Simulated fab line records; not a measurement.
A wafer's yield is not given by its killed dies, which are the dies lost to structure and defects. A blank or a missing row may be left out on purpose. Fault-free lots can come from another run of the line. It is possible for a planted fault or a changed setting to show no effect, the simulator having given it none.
8D (eight disciplines) problem report, filled in by code ; flow sky130 ; the parts of the form that need people (team, actions taken, sign-off) are left out

== 1. WHAT WENT WRONG ==
Wafers without a fault read 3.0, standard deviation 1.6; killed_at_M4_up at SKY_PAD_OPEN_PROBE_99 reads a mean of 23.7 on 3 wafers belonging to 2 lots. That puts it +13 standard deviations away from the usual mean.
Seen first at day 50 07:34 on prober-01, wafer L873.6. Wafers with a number at this step in the record: 18, from 6 lots. The rule behind "out" and "out of limits": a value lying over 4 standard deviations away from the usual mean. All remaining wafers that have a number are taken as sound.

== 2. WHAT THIS IS AND IS NOT ==
question;is;is not
which readings at this step;killed_at_M4_up;defect-limited-yield, killed_at_M0_to_M3, killed-at-contacts, killed-at-front-end, killed-at-other, killed-dies, killed-open, killed-short, sort_bin_5_function, sort_bin_6_memory, sort-n-pass, sort-yield-pct
which lots;L873, L874;L855, L864, L865, L867
which wafers of those lots;L873.6, L874.2, L874.4;L873.2, L873.5, L874.3
read on which tools;prober-01;prober-02
when;from day 50 07:34;"up to then (14 sound wafers); but 1 sound wafer of L874 came after"

== 3. WHAT RULES OUT EACH SUSPECT ==
Counting: a tool at a process step up to the reading stays a suspect if it ran every lot that is out. Sound lots after the first of them don't rule it out here, since some wafers of a struck lot are sound.
- rie-metal-02 at SKY_METAL4_DESCUM_15 (chemistry O2, time 8 s): kept. It processed each lot that is out (first: L873, day 46 23:52); up to then, its last sound lot is L865 (day 44 19:01).
- rie-metal-04 at SKY_METAL4_METAL_ETCH_18 (etches the open film in Cl2/BCl3, stops on SiO2, target depth 845 nm, time 183.1 s): kept. It processed each lot that is out (first: L873, day 47 00:01); up to then, its last sound lot is L867 (day 45 16:13).
- plasma-asher-03 at SKY_VIA4_STRIP_13 (strips in O2/N2): kept. It processed each lot that is out (first: L873, day 47 21:20); up to then, its last sound lot is L867 (day 46 15:07).
- pvd-sputter-02 at SKY_VIA4_SPUTTER_17 (material TiN, target thk 20 nm, time 80 s): kept. It processed each lot that is out (first: L873, day 47 21:57); up to then, its last sound lot is L864 (day 45 17:13).
- prober-01 at SKY_PAD_OPEN_PROBE_99: kept. It processed each lot that is out (first: L873, day 50 07:22); up to then, its last sound lot is L867 (day 49 05:12). Out on those wafers are its own readings of killed_at_M4_up.
- Within rie-metal-04 at SKY_METAL4_METAL_ETCH_18, the wafers that are out were processed in chamber 0 and their sound lot-mates in chamber 1.
Left after counting: rie-metal-02 at SKY_METAL4_DESCUM_15, rie-metal-04 at SKY_METAL4_METAL_ETCH_18, plasma-asher-03 at SKY_VIA4_STRIP_13, pvd-sputter-02 at SKY_VIA4_SPUTTER_17, prober-01 at SKY_PAD_OPEN_PROBE_99.

== 4. THE CAUSE (what the simulator had put in) ==
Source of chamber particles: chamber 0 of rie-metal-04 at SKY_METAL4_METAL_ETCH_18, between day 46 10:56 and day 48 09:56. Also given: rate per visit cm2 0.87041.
5 suspects survive the count, and this tool is in that group.

== 5. SEQUENCE OF EFFECTS, ordered by route ==
Each row: a reading whose mean over the struck wafers that have a number lies more than 3 standard deviations from the usual. Readings are gone through only where the record gives a usual standard deviation; hours: the median, over the lots, of the time from a lot's start at the first step in this table giving one to that lot's start at this step; sigmas: the change measured in usual standard deviations.
hours;step;reading;usual;on struck wafers;change;sigmas
0;SKY_PAD_OPEN_PROBE_99;killed_at_M4_up;3.0;23.7;+20.7;+13
Here are the process steps it includes:
- SKY_PAD_OPEN_PROBE_99

== 6. WHAT WOULD HAVE CAUGHT IT SOONER ==
First out-of-limits reading in this record: day 50 07:34, which is 93 hours after fault onset at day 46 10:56.
No tool reading at SKY_METAL4_METAL_ETCH_18 that has a usual standard deviation in the record was out on any struck wafer, so an alarm limit of 4 standard deviations on those readings would not have fired.
The start of SKY_METAL4_METAL_ETCH_18 on rie-metal-04 came by day 50 07:34 for every one of the lots that are out (2). Had the tool been put on hold then, not one of them would have been saved.
